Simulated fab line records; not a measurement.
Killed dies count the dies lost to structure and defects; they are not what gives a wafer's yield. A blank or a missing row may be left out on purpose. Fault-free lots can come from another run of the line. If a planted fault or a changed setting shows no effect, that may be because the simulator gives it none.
The same fault as seen by 2 desks | flow gf180mcu | numbers are kept per desk, each desk with only its own; the story behind them comes last

## AT THE TOOL OWNER'S DESK: litho_track-01
The tool's own readings at GF_MVSD_COAT_02 (resist thk 3000 nm): means of the sampled wafers that have a number, for each lot that ran on this tool. The brackets show how far a lot's mean lies from the usual mean; more than 4 standard deviations puts the lot out of limits, marked OUT.
Columns: A = exhaust_pa at GF_MVSD_COAT_02, usual 45.0 Pa
lot  | first seen here | A
L246 | day 4 05:14     | 45.7
L247 | day 4 09:01     | 44.8
L249 | day 4 20:28     | 43.8
L250 | day 5 03:17     | 45.0
L255 | day 6 06:49     | 45.3
L259 | day 7 04:16     | 45.5
L260 | day 7 11:04     | 45.9
This desk's verdict: no lot among the 7 shows anything out of limits.

## METROLOGY DESK
Lot by lot, what the gauges showed, no matter which tool ran the lot: averages of those sampled wafers that carry a number. The brackets show how far a lot's mean lies from the usual mean; more than 4 standard deviations puts the lot out of limits, marked OUT.
Columns: A = VT_IMPLANT_3_TW at GF_VT_IMPLANT_TW_MEAS_32, usual 269.0; B = MVSD_RS at GF_VT_IMPLANT_RS_MEAS_46, usual 456.6 ohm/sq; C = MVPSD_RS at GF_VT_IMPLANT_RS_MEAS_49, usual 1168.3 ohm/sq
lot  | first seen here | A     | B     | C
L246 | day 6 22:22     | 266.9 | 458.1 | 1172.8
L247 | day 7 03:04     | 273.9 | 455.8 | 1166.8
L248 | day 7 09:28     | 266.7 | 457.7 | 1167.1
L249 | day 7 16:37     | 266.0 | 456.2 | 1167.7
L250 | day 7 23:19     | 273.5 | 455.2 | 1171.2
L251 | day 8 08:30     | 267.0 | 456.2 | 1166.3
L252 | day 8 14:22     | 272.1 | 457.0 | 1169.8
L253 | day 8 17:31     | 266.8 | 455.4 | 1169.4
L254 | day 9 00:57     | 269.2 | 457.6 | 1171.3
L255 | day 9 06:43     | 268.7 | 457.3 | 1168.0
L259 | day 10 07:57    | 267.0 | 455.8 | 1167.0
L260 | day 10 16:14    | 270.7 | 456.3 | 1166.7
L267 | day 12 14:10    | 266.0 | 456.6 | 1167.2
This desk's verdict: no lot among the 13 shows anything out of limits.

## TAKEN TOGETHER
Nothing out of limits was seen by the tool owner's desk.
At the metrology desk, nothing out of limits was observed.

## WHAT THE SIMULATOR HAD INSERTED
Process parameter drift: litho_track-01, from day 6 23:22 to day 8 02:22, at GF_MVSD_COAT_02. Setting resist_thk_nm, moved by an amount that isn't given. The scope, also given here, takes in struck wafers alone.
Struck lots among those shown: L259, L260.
